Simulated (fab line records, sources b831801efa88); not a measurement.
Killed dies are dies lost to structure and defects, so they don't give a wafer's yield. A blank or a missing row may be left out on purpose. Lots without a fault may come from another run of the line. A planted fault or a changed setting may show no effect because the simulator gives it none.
Which tool did it? | flow sky130 | 11 lots, 32 wafers sampled, at 4 steps of a route of 708

WHAT THE GAUGES READ, wafer by wafer
SKY_SD_N_RS_MEAS_16: measures by four-point-probe.
lot  | measured     | on            | SD_N_RS (ohm/sq)
L890 | day 28 21:10 | film_metro-02 | 68.83 68.62 68.62
L888 | day 29 00:38 | film_metro-03 | 68.64 68.52 68.58
L892 | day 29 09:16 | film_metro-02 | 68.58 68.64 68.62
L897 | day 31 05:10 | film_metro-03 | 66.50 66.64 66.64
L899 | day 31 16:14 | film_metro-02 | 66.20 66.46 66.43
L907 | day 35 02:21 | film_metro-03 | 68.63 68.63 68.72
L908 | day 35 03:22 | film_metro-02 | 68.57 68.72 68.72
L905 | day 35 03:58 | film_metro-02 | 68.36 68.52 68.39
L906 | day 35 06:16 | film_metro-02 | 68.64 68.61
L910 | day 35 06:40 | film_metro-04 | 68.56 68.53 68.52
L911 | day 35 14:34 | film_metro-04 | 68.37 68.54 68.42

WHICH TOOL RAN EACH LOT (tool, then ch and the chambers of the sampled wafers, then the start)
lot  | SKY_POLY_CUT_ETCH_11               | SKY_SD_N_IMPLANT_09             | SKY_SD_N_STRIP_11
L890 | rie_diel-02 ch 0,1,2, day 25 05:08 | implanter-01 ch 0, day 28 20:29 | plasma_asher-01 ch 0,1, day 28 20:45
L888 | rie_diel-02 ch 1,2,3, day 25 09:13 | implanter-03 ch 0, day 28 23:56 | plasma_asher-04 ch 0,1, day 29 00:13
L892 | rie_diel-04 ch 0,1,2, day 25 19:13 | implanter-03 ch 0, day 29 08:35 | plasma_asher-02 ch 0,1, day 29 08:53
L897 | rie_diel-02 ch 1,2,3, day 27 15:55 | implanter-03 ch 0, day 31 04:29 | plasma_asher-02 ch 0,1, day 31 04:45
L899 | rie_diel-01 ch 0,1, day 28 02:35   | implanter-03 ch 0, day 31 15:33 | plasma_asher-01 ch 0,1, day 31 15:50
L907 | rie_diel-01 ch 0,3, day 31 17:59   | implanter-02 ch 0, day 35 01:40 | plasma_asher-04 ch 0,1, day 35 01:58
L908 | rie_diel-04 ch 0,1,2, day 31 18:43 | implanter-02 ch 0, day 35 02:41 | plasma_asher-02 ch 0,1, day 35 02:58
L905 | rie_diel-02 ch 0,1,3, day 31 19:22 | implanter-03 ch 0, day 35 03:17 | plasma_asher-04 ch 0,1, day 35 03:35
L906 | rie_diel-04 ch 0,1, day 31 20:56   | implanter-03 ch 0, day 35 05:35 | plasma_asher-04 ch 1, day 35 05:51
L910 | rie_diel-02 ch 1,2, day 31 21:46   | implanter-02 ch 0, day 35 05:59 | plasma_asher-04 ch 0,1, day 35 06:17
L911 | rie_diel-01 ch 0,1,2, day 32 06:58 | implanter-03 ch 0, day 35 13:53 | plasma_asher-04 ch 0,1, day 35 14:11
- SKY_POLY_CUT_ETCH_11: etches Si3N4 in CF4/CH2F2/Ar, stops on poly-Si, time 42.5 s, target depth 60 nm.
- SKY_SD_N_IMPLANT_09
- SKY_SD_N_STRIP_11: strips in O2/N2.

THE ANSWER, worked out from the rows above alone
Rule: what is usual is taken from the lots themselves. Put in order of their means at a reading, lots are off if they are a third of the lots or fewer, leave a main group of 4 or more, and stand apart from it by a gap of 3 or more times the standard deviation of the main group's means; of several such gaps the widest counts. A main group whose means are all the same, to the digits that the tables above print for the reading, isn't used. A lot without any number at a reading at which 4 lots or more have one is off too. The other lots that the step has rows for count as sound.
Off: L897, L899, at SKY_SD_N_RS_MEAS_16 (SD_N_RS). The main group: mean 68.58 ohm/sq, standard deviation 0.091.
A tool fits if, at a process step before that reading, it ran every lot that is off, and no sound lot after the first of them. The gauges at SKY_SD_N_RS_MEAS_16 are tried like those tools. None of those tried fits.

WHAT THE SIMULATOR HAD PUT IN
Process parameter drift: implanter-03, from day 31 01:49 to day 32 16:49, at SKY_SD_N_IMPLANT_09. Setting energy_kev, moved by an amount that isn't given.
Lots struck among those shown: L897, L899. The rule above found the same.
